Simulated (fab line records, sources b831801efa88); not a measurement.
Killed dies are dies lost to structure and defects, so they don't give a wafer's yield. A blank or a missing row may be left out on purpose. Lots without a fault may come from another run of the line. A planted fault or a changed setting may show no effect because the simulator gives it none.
fab line records | flow sky130
record lots=14 wafers=42 last_day=50
route steps=708 shown VT_ADJUST_PCH@152 POLY_GATE@205
lots that met no fault: from a run of the same line without faults
start_h: hours from the record's first day to the start of the lot's first wafer shown | wait_h: hours since the lot's step before | " the same as in the row above | L1.1+2: a row that stands for several wafers | - no value, or no start given | * or withheld: withheld | < > ~ a bound
route shown NAME@n: a module of which the file shows steps, and the number in the route of the first | usual: mean/standard deviation of fault-free wafers | same: alike in all rows | chamber/n: place in a boat | sites: the reading at each site | _std_site: their standard deviation | _edge_site: outer sites' mean less inner sites' | radius_mm: how far each site lies from the wafer's centre | mask NAME#n: copy n | behind: the tool/chamber that last shaped the wafer | hold: why the lot was held/for how many hours/how that ended | device: the transistor (n, p or np) that didn't switch | end of line: the same wafers' tests at the end of the route | a step without rows: its recipe alone | killed: dies lost to structure and defects at the first sort, not the wafer's yield | map: a wafer's dies, x killed, . not, _ none there
set.NAME: the setting as run; set.NAME@STEP: as run at that earlier step | model.NAME: the simulator's own value behind a step, which no gauge read
steps of the route over a sample of lots; a table a step, a row a wafer
services: from which hour (start_h, from the record's first day; less than 0 if before it) a tool's chamber was out of use, for how many hours, and why
## steps
# step SKY_VT_ADJUST_PCH_STRIP_09
# recipe chemistry=O2/N2 power_w=1400 pressure_mtorr=1500 platen_temp_c=withheld o2_flow_sccm=3000 n2_flow_sccm=300 overash_fraction=0.5
# usual drypump_motor_current_A=5.7/0.52 oes_product_au=0.723/0.0046 strip_time_to_endpoint_s=36.90/0.098
# columns lot.wafer tool chamber start_h wait_h drypump_motor_current_A oes_product_au rf_hours_counter_h strip_time_to_endpoint_s
L417.1 plasma_asher-02 0 224.86 0.1 6.2 0.721 41 36.92
L417.5 " 0 " " 6.2 0.719 - 36.96
L417.6 " 1 " " 5.6 0.732 - 36.92
L418.4 plasma_asher-02 1 234.24 0.1 5.6 0.722 - 36.99
L418.5 " 1 " " 5.6 0.727 - 36.92
L418.6 " 0 " " 6.2 0.724 - 36.83
L419.2 plasma_asher-04 1 235.15 0.1 5.4 0.727 55 37.06
L419.3 " 1 " " 5.4 0.729 - 37.03
L419.4 " 0 " " 6.0 0.722 - 37.09
L420.3 plasma_asher-04 0 245.48 0.1 6.0 0.725 - 36.86
L420.5 " 0 " " 6.0 0.714 - 36.91
L420.6 " 1 " " 5.4 0.719 - 36.91
L421.3 plasma_asher-02 0 255.19 0.1 6.2 0.719 - 36.94
L421.4 " 1 " " 5.6 0.721 - 36.88
L421.5 " 1 " " 5.6 0.723 - 36.80
L422.3 plasma_asher-01 1 262.84 0.1 4.8 0.717 - 36.86
L422.4 " 0 " " 6.3 0.710 - 36.84
L422.5 " 0 " " 6.3 0.720 - 36.93
L424.4 plasma_asher-01 1 274.98 0.1 4.8 0.723 - 36.96
L424.5 " 1 " " 4.8 0.719 - 36.89
L424.6 " 0 " " 6.3 0.729 - 36.93
L425.3 plasma_asher-01 0 283.19 0.1 6.3 0.725 - 36.93
L425.4 " 1 " " 4.8 0.722 - 36.94
L425.6 " 0 " " 6.3 0.723 - 36.87
L433.2 plasma_asher-04 1 363.30 0.1 5.4 0.720 66 36.91
L433.3 " 0 " " 6.0 0.726 - 36.98
L433.5 " 0 " " 6.0 0.725 - 37.05
L435.1 plasma_asher-01 0 371.01 0.1 6.3 0.728 68 36.99
L435.3 " 0 " " 6.3 0.722 - 36.91
L435.5 " 1 " " 4.8 0.715 - 36.77
L434.1 plasma_asher-01 0 373.41 0.1 6.3 0.727 68 37.05
L434.3 " 0 " " 6.3 0.724 - 37.02
L434.5 " 1 " " 4.8 0.722 - 36.95
L436.1 plasma_asher-04 1 376.65 0.1 5.4 0.720 68 36.73
L436.3 " 0 " " 6.0 0.727 - 36.66
L436.5 " 1 " " 5.4 0.731 - 36.65
L439.3 plasma_asher-02 0 396.03 0.1 6.3 0.726 - 36.86
L439.4 " 1 " " 5.6 0.729 - 36.82
L439.5 " 0 " " 6.2 0.727 - 36.85
L440.1 plasma_asher-04 1 405.38 0.1 5.4 0.719 70 37.05
L440.4 " 0 " " 6.0 0.728 - 36.93
L440.5 " 0 " " 6.0 0.723 - 36.89
# step SKY_POLY_GATE_THK_MEAS_01
# recipe reads=poly-Si_of_POLY_GATE_CVD_00
# usual POLY_GATE_CVD_00_THK=179.9/1.6
# columns lot.wafer tool chamber start_h wait_h POLY_GATE_CVD_00_THK[nm]
L417.1 film_metro-01 - 310.58 0.0 179.6
L417.5 " - " " 179.7
L417.6 " - " " 179.2
L419.2 film_metro-02 - 323.87 0.0 181.0
L419.3 " - " " 180.7
L419.4 " - " " 181.1
L418.4 film_metro-03 - 323.89 0.0 181.1
L418.5 " - " " 182.1
L418.6 " - " " 181.8
L420.3 film_metro-03 - 334.38 0.0 181.0
L420.5 " - " " 181.4
L420.6 " - " " 181.7
L421.3 film_metro-03 - 345.27 0.0 181.8
L421.4 " - " " 179.2
L421.5 " - " " 180.2
L422.3 film_metro-01 - 350.15 0.0 177.0
L422.4 " - " " 176.3
L422.5 " - " " 175.9
L424.4 film_metro-02 - 368.06 0.0 178.8
L424.5 " - " " 177.9
L424.6 " - " " 177.9
L425.3 film_metro-02 - 374.53 0.0 178.0
L425.4 " - " " 178.6
L425.6 " - " " 178.4
L433.2 film_metro-03 - 463.20 0.0 179.8
L433.3 " - " " 179.4
L433.5 " - " " 180.3
L435.1 film_metro-01 - 472.22 0.0 180.8
L435.3 " - " " 182.3
L435.5 " - " " 181.4
L434.1 film_metro-03 - 476.90 0.0 182.4
L434.3 " - " " 182.4
L434.5 " - " " 182.6
L436.1 film_metro-02 - 480.14 0.0 179.7
L436.3 " - " " 179.1
L436.5 " - " " 180.9
L439.3 film_metro-02 - 499.56 0.0 180.1
L439.4 " - " " 180.5
L439.5 " - " " 180.9
L440.1 film_metro-02 - 506.54 0.0 178.6
L440.4 " - " " 178.1
L440.5 " - " " 178.3
# step SKY_POLY_GATE_OVL_MEAS_14
# usual POLY_GATE_OVL=0/5.2
# columns lot.wafer tool chamber start_h wait_h POLY_GATE_OVL[nm]
L417.1 overlay-01 - 368.29 0.1 5
L417.5 " - " " 2
L417.6 " - " " 3
L419.2 overlay-02 - 381.30 0.1 8
L419.3 " - " " -4
L419.4 " - " " 1
L418.4 overlay-01 - 381.47 0.1 13
L418.5 " - " " 11
L418.6 " - " " 11
L420.3 overlay-01 - 394.52 0.1 -6
L420.5 " - " " -2
L420.6 " - " " 2
L421.3 overlay-02 - 407.45 0.1 -5
L421.4 " - " " -1
L421.5 " - " " 0
L422.3 overlay-02 - 411.85 0.1 -2
L422.4 " - " " -10
L422.5 " - " " -7
L424.4 overlay-01 - 427.23 0.1 4
L424.5 " - " " 3
L424.6 " - " " 7
L425.3 overlay-02 - 437.62 0.1 -2
L425.4 " - " " 0
L425.6 " - " " -2
L433.2 overlay-02 - 526.75 0.1 -1
L433.3 " - " " 3
L433.5 " - " " 4
L435.1 overlay-01 - 536.31 0.1 -3
L435.3 " - " " -10
L435.5 " - " " -3
L434.1 overlay-01 - 540.99 0.1 7
L434.3 " - " " 2
L434.5 " - " " 5
L436.1 overlay-02 - 542.44 0.1 8
L436.3 " - " " 5
L436.5 " - " " 5
L439.3 overlay-01 - 562.00 0.1 7
L439.4 " - " " 6
L439.5 " - " " 9
L440.1 overlay-01 - 568.69 0.1 7
L440.4 " - " " 5
L440.5 " - " " 5
# step SKY_POLY_GATE_ETCH_15
# recipe chemistry=N2/H2 target=BARC ion_energy_ev=200 source_w=500 bias_w=100 pressure_mtorr=30 n2_flow_sccm=100 h2_flow_sccm=200 stop_on=SiO2 time_s=118.5 target_depth_a=1100
# usual bias_w=100.00/0.29 chamber_pressure_mTorr=30.002/0.028 drypump_motor_current_A=5.7/0.4 oes_product_au=0.717/0.0048 throttle_valve_pct=13.212/0.0092 time_s=118.5/0
# columns lot.wafer tool chamber start_h wait_h bias_w chamber_pressure_mTorr drypump_motor_current_A oes_product_au rf_hours_counter_h throttle_valve_pct time_s
L417.1 rie_diel-04 0 368.33 0.0 100.00 29.963 5.3 0.714 4 13.215 118.5
L417.5 " 0 " " 100.54 29.999 5.3 0.712 - 13.212 118.5
L417.6 " 1 " " 100.61 29.990 5.5 0.709 - 13.230 118.5
L419.2 rie_diel-04 2 381.33 0.0 100.28 29.996 5.2 0.719 65 13.193 118.5
L419.3 " 1 " " 100.33 30.006 5.5 0.710 5 13.206 118.5
L419.4 " 0 " " 99.76 29.962 5.3 0.719 4 13.213 118.5
L418.4 rie_diel-02 3 381.49 0.0 99.88 29.981 5.9 0.717 34 13.232 118.5
L418.5 " 0 " " 99.71 30.004 5.8 0.714 - 13.214 118.5
L418.6 " 1 " " 100.00 29.999 6.1 0.717 - 13.224 118.5
L420.3 rie_diel-03 1 394.55 0.0 100.44 30.023 4.9 0.710 4 13.226 118.5
L420.5 " 0 " " 100.07 30.045 6.6 0.727 - 13.218 118.5
L420.6 " 1 " " 99.62 29.984 4.9 0.720 - 13.209 118.5
L421.3 rie_diel-02 0 407.52 0.1 100.03 30.026 5.8 0.711 - 13.204 118.5
L421.4 " 1 " " 100.36 29.926 6.1 0.718 - 13.204 118.5
L421.5 " 0 " " 99.96 29.994 5.8 0.721 - 13.215 118.5
L422.3 rie_diel-03 2 411.88 0.0 99.78 30.011 5.7 0.711 105 13.223 118.5
L422.4 " 3 " " 100.16 29.925 6.1 0.719 10 13.199 118.5
L422.5 " 3 " " 100.28 30.037 6.1 0.713 - 13.205 118.5
L424.4 rie_diel-04 0 427.25 0.0 - - - - - - -
L424.5 " 2 " " - - - - - - -
L424.6 " 1 " " - - - - - - -
L425.3 rie_diel-04 1 437.64 0.0 - - - - - - -
L425.4 " 0 " " - - - - - - -
L425.6 " 3 " " - - - - - - -
L433.2 rie_diel-04 0 526.78 0.0 100.11 29.945 5.3 0.721 7 13.205 118.5
L433.3 " 3 " " 100.46 30.016 5.6 0.719 1 13.199 118.5
L433.5 " 1 " " 100.09 30.045 5.6 0.714 - 13.224 118.5
L435.1 rie_diel-04 0 536.34 0.0 100.29 30.070 5.3 0.728 7 13.204 118.5
L435.3 " 1 " " 100.37 30.004 5.5 0.717 8 13.217 118.5
L435.5 " 0 " " 100.05 30.016 5.3 0.716 - 13.200 118.5
L434.1 rie_diel-04 0 541.03 0.0 100.29 30.005 5.3 0.718 7 13.199 118.5
L434.3 " 1 " " 100.08 30.019 5.5 0.716 8 13.230 118.5
L434.5 " 0 " " 99.79 30.004 5.3 0.717 - 13.214 118.5
L436.1 rie_diel-03 1 542.48 0.0 99.91 30.055 4.9 0.720 6 13.221 118.5
L436.3 " 3 " " 99.96 29.990 6.1 0.717 13 13.207 118.5
L436.5 " 3 " " 99.99 29.986 6.1 0.719 - 13.210 118.5
L439.3 rie_diel-04 1 562.03 0.0 99.93 29.990 5.5 0.715 9 13.195 118.5
L439.4 " 0 " " 99.74 29.975 5.3 0.708 8 13.204 118.5
L439.5 " 1 " " 99.67 29.979 5.5 0.723 - 13.209 118.5
L440.1 rie_diel-02 1 568.73 0.0 100.18 29.973 6.1 0.714 10 13.215 118.5
L440.4 " 2 " " 99.71 29.994 5.9 0.713 18 13.214 118.5
L440.5 " 0 " " 100.37 30.018 5.8 0.725 - 13.219 118.5
# step SKY_POLY_GATE_ETCH_16
# recipe stop_on=poly-Si chemistry=CH3F/O2 target=Si3N4 source_w=400 bias_w=80 pressure_mtorr=25 ch3f_flow_sccm=40 O2_flow_sccm=30 time_s=147.5 target_depth_a=750
# usual O2_flow_sccm=29.99/0.09 bias_w=79.96/0.27 drypump_motor_current_A=5.7/0.4 oes_product_au=0.641/0.0054 throttle_valve_pct=10.535/0.01
# same time_s=147.5
# columns lot.wafer tool chamber start_h wait_h O2_flow_sccm bias_w drypump_motor_current_A oes_product_au rf_hours_counter_h throttle_valve_pct
L417.1 rie_diel-04 0 368.41 0.0 29.88 80.60 5.3 0.644 4 10.510
L417.5 " 0 " " 29.94 80.22 5.3 0.646 - 10.522
L417.6 " 1 " " 29.80 79.49 5.5 0.635 - 10.542
L419.2 rie_diel-04 2 381.41 0.0 30.23 79.78 5.2 0.635 65 10.538
L419.3 " 1 " " 30.07 79.73 5.5 0.636 6 10.526
L419.4 " 0 " " 30.04 80.18 5.3 0.640 4 10.511
L418.4 rie_diel-02 3 381.57 0.0 29.91 79.66 5.8 0.633 34 10.547
L418.5 " 0 " " 29.86 79.83 5.7 0.651 - 10.546
L418.6 " 1 " " 29.98 79.44 6.1 0.635 - 10.535
L420.3 rie_diel-03 1 394.63 0.0 30.00 79.61 4.9 0.649 4 10.551
L420.5 " 0 " " 29.98 79.91 6.5 0.639 - 10.523
L420.6 " 1 " " 30.11 79.83 4.9 0.640 - 10.552
L421.3 rie_diel-02 0 407.65 0.1 30.05 80.28 5.8 0.643 - 10.527
L421.4 " 1 " " 29.96 79.91 6.1 0.654 - 10.513
L421.5 " 0 " " 30.02 80.31 5.8 0.646 - 10.536
L422.3 rie_diel-03 2 411.96 0.0 30.03 80.36 5.7 0.641 105 10.541
L422.4 " 3 " " 29.98 79.88 6.1 0.644 10 10.536
L422.5 " 3 " " 29.90 80.13 6.1 0.647 - 10.511
L424.4 rie_diel-04 0 427.33 0.0 29.88 80.11 5.3 0.370 5 10.483
L424.5 " 2 " " 29.78 80.09 5.2 0.372 - 10.479
L424.6 " 1 " " 29.99 79.96 5.5 0.384 - 10.502
L425.3 rie_diel-04 1 437.72 0.0 29.82 80.21 5.5 0.368 7 10.505
L425.4 " 0 " " 29.86 80.22 5.3 0.380 5 10.507
L425.6 " 3 " " 29.97 79.89 5.6 0.385 - 10.505
L433.2 rie_diel-04 0 526.86 0.0 29.92 80.37 5.3 0.646 7 10.556
L433.3 " 3 " " 30.03 79.54 5.5 0.635 1 10.533
L433.5 " 1 " " 30.05 80.05 5.5 0.642 - 10.532
L435.1 rie_diel-04 0 536.42 0.0 30.06 80.28 5.3 0.642 7 10.552
L435.3 " 1 " " 30.09 79.73 5.5 0.649 8 10.534
L435.5 " 0 " " 29.95 80.20 5.3 0.633 - 10.515
L434.1 rie_diel-04 0 541.11 0.0 30.10 80.23 5.3 0.649 7 10.547
L434.3 " 1 " " 29.86 79.57 5.5 0.639 8 10.527
L434.5 " 0 " " 29.95 80.39 5.3 0.646 - 10.538
L436.1 rie_diel-03 1 542.56 0.0 29.99 80.00 4.9 0.638 6 10.539
L436.3 " 3 " " 29.98 80.46 6.1 0.644 13 10.544
L436.5 " 3 " " 29.92 79.61 6.1 0.644 - 10.538
L439.3 rie_diel-04 1 562.11 0.0 29.96 80.07 5.5 0.644 9 10.536
L439.4 " 0 " " 29.88 80.12 5.3 0.639 8 10.538
L439.5 " 1 " " 30.13 79.88 5.5 0.635 - 10.551
L440.1 rie_diel-02 1 568.81 0.0 29.95 79.87 6.1 0.646 10 10.548
L440.4 " 2 " " 30.04 79.77 5.9 0.641 18 10.538
L440.5 " 0 " " 29.88 80.01 5.7 0.637 - 10.531
# step SKY_POLY_GATE_ETCH_17
# recipe target_depth_nm=180 stop_on=SiO2 over_etch_frac=0.56667 chemistry=HBr/Cl2 target=poly-Si icp_w=400 bias_w=100 pressure_mtorr=10 HBr_flow_sccm=150 Cl2_flow_sccm=50 time_s=70.5
# usual HBr_flow_sccm=150.1/0.43 bias_w=99.99/0.28 drypump_motor_current_A=5.8/0.4 he_backside_leak_sccm=2.49/0.23 oes_product_au=0.987/0.0067 throttle_valve_pct=33.684/0.0085
# same time_s=70.5
# columns lot.wafer tool chamber start_h wait_h HBr_flow_sccm bias_w drypump_motor_current_A he_backside_leak_sccm oes_product_au rf_hours_counter_h throttle_valve_pct
L417.1 rie_si-01 2 368.51 0.0 150.2 99.66 5.8 2.32 0.993 0 33.691
L417.5 " 2 " " 150.0 99.46 5.8 2.34 0.988 - 33.688
L417.6 " 0 " " 150.6 100.35 5.9 2.45 0.984 - 33.690
L419.2 rie_si-02 3 381.51 0.0 149.9 100.02 5.8 2.55 0.998 2 33.682
L419.3 " 0 " " 151.1 99.73 5.0 2.55 0.993 5 33.676
L419.4 " 1 " " 149.3 100.01 5.9 2.39 0.997 4 33.681
L418.4 rie_si-01 3 381.70 0.1 150.1 100.20 6.4 2.31 0.993 - 33.684
L418.5 " 2 " " 149.5 100.22 5.8 2.36 0.989 - 33.679
L418.6 " 0 " " 150.1 100.31 5.9 2.53 0.990 - 33.684
L420.3 rie_si-01 3 394.73 0.0 149.2 99.96 6.5 2.49 0.993 9 33.679
L420.5 " 0 " " 149.5 99.87 5.9 2.45 0.981 - 33.707
L420.6 " 1 " " 150.2 99.86 6.0 2.67 0.988 - 33.690
L421.3 rie_si-02 1 407.75 0.0 149.7 99.58 5.9 2.40 0.995 5 33.684
L421.4 " 2 " " 150.2 100.10 5.8 2.40 0.990 55 33.687
L421.5 " 0 " " 150.2 100.09 4.9 2.58 0.991 - 33.686
L422.3 rie_si-02 1 412.06 0.0 149.7 100.32 5.9 2.46 0.973 5 33.686
L422.4 " 3 " " 150.1 100.11 5.8 2.66 0.980 3 33.682
L422.5 " 0 " " 150.0 99.78 4.9 2.61 0.975 - 33.658
L424.4 rie_si-01 1 427.43 0.0 149.8 100.10 6.0 2.59 0.271 0 33.699
L424.5 " 0 " " 150.1 99.79 5.9 2.39 0.274 - 33.672
L424.6 " 3 " " 150.0 99.86 6.4 2.33 0.271 - 33.675
L425.3 rie_si-02 0 437.82 0.0 149.8 99.63 4.9 2.64 0.270 6 33.691
L425.4 " 2 " " 150.5 100.04 5.7 2.44 0.264 56 33.686
L425.6 " 3 " " 150.2 99.42 5.8 2.66 0.276 - 33.686
L433.2 rie_si-02 0 526.96 0.0 150.4 99.99 4.9 2.83 0.991 6 33.683
L433.3 " 1 " " 149.8 100.39 6.0 2.39 0.981 5 33.697
L433.5 " 1 " " 149.7 100.29 5.9 2.36 0.991 - 33.681
L435.1 rie_si-01 1 536.52 0.0 149.7 99.80 6.0 2.71 0.978 1 33.697
L435.3 " 2 " " 149.7 99.99 5.8 2.31 0.987 1 33.677
L435.5 " 2 " " 149.6 100.12 5.8 2.33 0.994 - 33.690
L434.1 rie_si-02 2 541.21 0.0 149.6 99.86 5.8 2.27 0.977 0 33.681
L434.3 " 0 " " 149.7 100.31 4.9 2.51 0.991 6 33.699
L434.5 " 0 " " 149.8 100.40 4.9 2.66 0.980 - 33.675
L436.1 rie_si-01 3 542.66 0.0 149.9 99.50 6.5 2.37 0.994 10 33.698
L436.3 " 0 " " 150.6 100.04 5.9 2.33 0.982 2 33.686
L436.5 " 0 " " 149.9 100.43 5.9 2.48 0.984 - 33.682
L439.3 rie_si-01 3 562.21 0.0 151.2 99.55 6.5 2.29 0.988 10 33.700
L439.4 " 1 " " 150.5 99.90 6.0 2.70 0.979 1 33.673
L439.5 " 0 " " 150.6 99.95 5.9 2.46 0.986 - 33.683
L440.1 rie_si-01 1 568.91 0.0 149.0 100.26 6.0 2.82 0.976 1 33.676
L440.4 " 3 " " 150.2 99.79 6.5 2.45 0.977 10 33.681
L440.5 " 2 " " 150.3 100.34 5.8 2.39 0.981 - 33.690
# step SKY_POLY_GATE_CD_MEAS_22
# usual cd_nm=150.0/2.1
# columns lot.wafer tool chamber start_h wait_h cd_nm
L417.1 cd_sem-02 - 371.90 0.1 151.9
L417.5 " - " " 151.2
L417.6 " - " " 149.6
L419.2 cd_sem-02 - 384.48 0.2 152.1
L419.3 " - " " 147.8
L419.4 " - " " 148.5
L418.4 cd_sem-02 - 384.71 0.4 152.2
L418.5 " - " " 153.1
L418.6 " - " " 150.7
L420.3 cd_sem-02 - 396.85 0.1 150.2
L420.5 " - " " 150.5
L420.6 " - " " 148.5
L421.3 cd_sem-02 - 410.69 0.1 150.5
L421.4 " - " " 152.1
L421.5 " - " " 155.2
L422.3 cd_sem-01 - 414.62 0.1 146.0
L422.4 " - " " 147.6
L422.5 " - " " 148.9
L424.4 cd_sem-01 - 430.51 0.1 -
L424.5 " - " " -
L424.6 " - " " -
L425.3 cd_sem-02 - 439.71 0.1 -
L425.4 " - " " -
L425.6 " - " " -
L433.2 cd_sem-01 - 528.57 0.1 148.4
L433.3 " - " " 147.2
L433.5 " - " " 146.0
L435.1 cd_sem-02 - 538.04 0.1 148.5
L435.3 " - " " 152.7
L435.5 " - " " 151.9
L434.1 cd_sem-02 - 542.72 0.1 148.7
L434.3 " - " " 148.8
L434.5 " - " " 148.0
L436.1 cd_sem-01 - 544.44 0.1 148.3
L436.3 " - " " 149.8
L436.5 " - " " 146.8
L439.3 cd_sem-01 - 563.78 0.1 149.0
L439.4 " - " " 148.7
L439.5 " - " " 148.7
L440.1 cd_sem-01 - 570.48 0.1 148.3
L440.4 " - " " 152.6
L440.5 " - " " 154.1
## services
# columns tool chamber start_h hours kind
rie_si-01 - 213.09 0.3 repair
rie_diel-03 0 218.19 6.9 repair
rie_si-02 3 270.39 3.0 repair
rie_diel-03 3 272.70 15.0 repair
rie_diel-03 - 274.49 0.9 repair
rie_diel-03 0 277.25 14.4 repair
rie_si-02 - 281.26 0.7 repair
rie_diel-03 2 281.60 7.2 repair
rie_diel-04 - 311.82 6.4 repair
rie_diel-03 - 315.33 1.6 repair
rie_si-01 0 315.37 10.3 repair
rie_si-02 2 326.70 11.7 repair
rie_diel-04 1 340.07 3.6 repair
rie_si-01 1 347.86 20.0 repair
rie_diel-02 2 356.92 3.5 repair
rie_diel-03 - 366.50 1.4 repair
rie_si-01 2 372.93 3.9 repair
rie_diel-04 - 385.31 2.8 pm
rie_diel-02 2 386.86 21.4 repair
rie_diel-02 3 401.52 16.0 repair
rie_si-02 1 421.94 5.7 repair
rie_diel-04 3 439.85 2.9 repair
rie_diel-04 - 441.40 14.6 pm
rie_si-01 3 524.59 17.3 repair
## key
first_sign step=SKY_POLY_GATE_ETCH_15 reading=tool_record direction=missing
effect step=SKY_POLY_GATE_ETCH_16 reading=oes_product_au direction=down sigmas=49 usual=0.641 struck=0.377
effect step=SKY_POLY_GATE_ETCH_17 reading=oes_product_au direction=down sigmas=99+ usual=0.987 struck=0.271
effect step=SKY_POLY_GATE_CD_MEAS_22 reading=cd_nm direction=missing
met_at SKY_POLY_GATE_ETCH_15
struck_lots L424,L425
later_rows_left_out L424.4,L424.5,L424.6,L425.3,L425.4,L425.6
sort_left_out L424.4,L424.5,L424.6,L425.3,L425.4,L425.6
tester_left_out L424,L425
not_acting_at SKY_VT_ADJUST_PCH_STRIP_09,SKY_POLY_GATE_THK_MEAS_01,SKY_POLY_GATE_OVL_MEAS_14
onset_between 381.33 427.25
fault kind=skipped_step_whole tool=rie_diel-04 chamber=- onset_h=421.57 steps=SKY_POLY_GATE_ETCH_15 scope=struck_lots_only
# tester_left_out: of these lots the tester's yield and bins aren't shown, on N5 and GAA mostly nor the transistor test; their killed dies are dies lost to structure and defects alone, not to doping, threshold or leakage, so they don't give the yield
# sort_left_out: the simulated sort isn't trusted on such a fault, so these wafers' sort isn't shown, and their yield isn't known
# later_rows_left_out: the simulator's readings of these wafers behind a module that went badly wrong aren't trusted and aren't shown, but for the sort
